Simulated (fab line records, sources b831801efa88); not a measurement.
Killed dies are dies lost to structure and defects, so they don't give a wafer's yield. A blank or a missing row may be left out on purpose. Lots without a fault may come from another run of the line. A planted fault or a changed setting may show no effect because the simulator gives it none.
Which tool did it? | flow gf180mcu | 7 lots, 21 wafers sampled, at 4 steps of a route of 602

WHAT THE GAUGES READ, wafer by wafer
GF_SAB_OVL_MEAS_10.
lot  | measured     | on         | SAB_OVL (nm)
L401 | day 15 06:19 | overlay-02 | 0.1 0.0 1.4
L404 | day 16 09:23 | overlay-02 | 1.6 0.3 0.7
L408 | day 17 17:17 | overlay-01 | 0.6 0.8 2.2
L413 | day 19 23:37 | overlay-02 | 1.4 0.2 0.4
L418 | day 21 12:02 | overlay-02 | -1.8 -1.0 0.2
L422 | day 22 23:42 | overlay-01 | 0.4 1.1 -1.9
L423 | day 23 09:38 | overlay-02 | 1.1 1.5 2.2

WHICH TOOL RAN EACH LOT (tool, then ch and the chambers of the sampled wafers, then the start)
lot  | GF_PSD_RTA_13                    | GF_SAB_CVD_00                   | GF_SAB_SOFTBAKE_05
L401 | rtp_anneal-01 ch 0, day 14 10:14 | pecvd-02 ch 0,1,2, day 14 10:34 | litho_track-01 ch 0, day 14 20:31
L404 | rtp_anneal-01 ch 0, day 15 11:17 | pecvd-03 ch 0,1, day 15 11:35   | litho_track-01 ch 0, day 15 22:46
L408 | rtp_anneal-02 ch 0, day 16 18:55 | pecvd-01 ch 0,1, day 16 19:13   | litho_track-01 ch 0, day 17 06:03
L413 | rtp_anneal-01 ch 0, day 18 23:13 | pecvd-01 ch 0,2, day 18 23:31   | litho_track-01 ch 0, day 19 11:20
L418 | rtp_anneal-02 ch 0, day 20 12:05 | pecvd-01 ch 0,2, day 20 12:23   | litho_track-02 ch 0, day 21 00:08
L422 | rtp_anneal-02 ch 0, day 21 23:58 | pecvd-02 ch 0,2, day 22 00:17   | litho_track-01 ch 0, day 22 11:57
L423 | rtp_anneal-02 ch 0, day 22 10:43 | pecvd-01 ch 1, day 22 11:02     | litho_track-03 ch 0, day 22 22:50
- GF_PSD_RTA_13: time 20 s.
- GF_SAB_CVD_00: deposits SiO2 from TEOS, target thk 50 nm, time 4.9302 s.
- GF_SAB_SOFTBAKE_05: time 60 s.

THE ANSWER, worked out from the rows above alone
Rule: what is usual is taken from the lots themselves. Put in order of their means at a reading, lots are off if they are a third of the lots or fewer, leave a main group of 4 or more, and stand apart from it by a gap of 3 or more times the standard deviation of the main group's means; of several such gaps the widest counts. A main group whose means are all the same, to the digits that the tables above print for the reading, isn't used. A lot without any number at a reading at which 4 lots or more have one is off too. The other lots that the step has rows for count as sound.
No lot is off at any reading shown: from this, nothing can be told.

WHAT THE SIMULATOR HAD PUT IN
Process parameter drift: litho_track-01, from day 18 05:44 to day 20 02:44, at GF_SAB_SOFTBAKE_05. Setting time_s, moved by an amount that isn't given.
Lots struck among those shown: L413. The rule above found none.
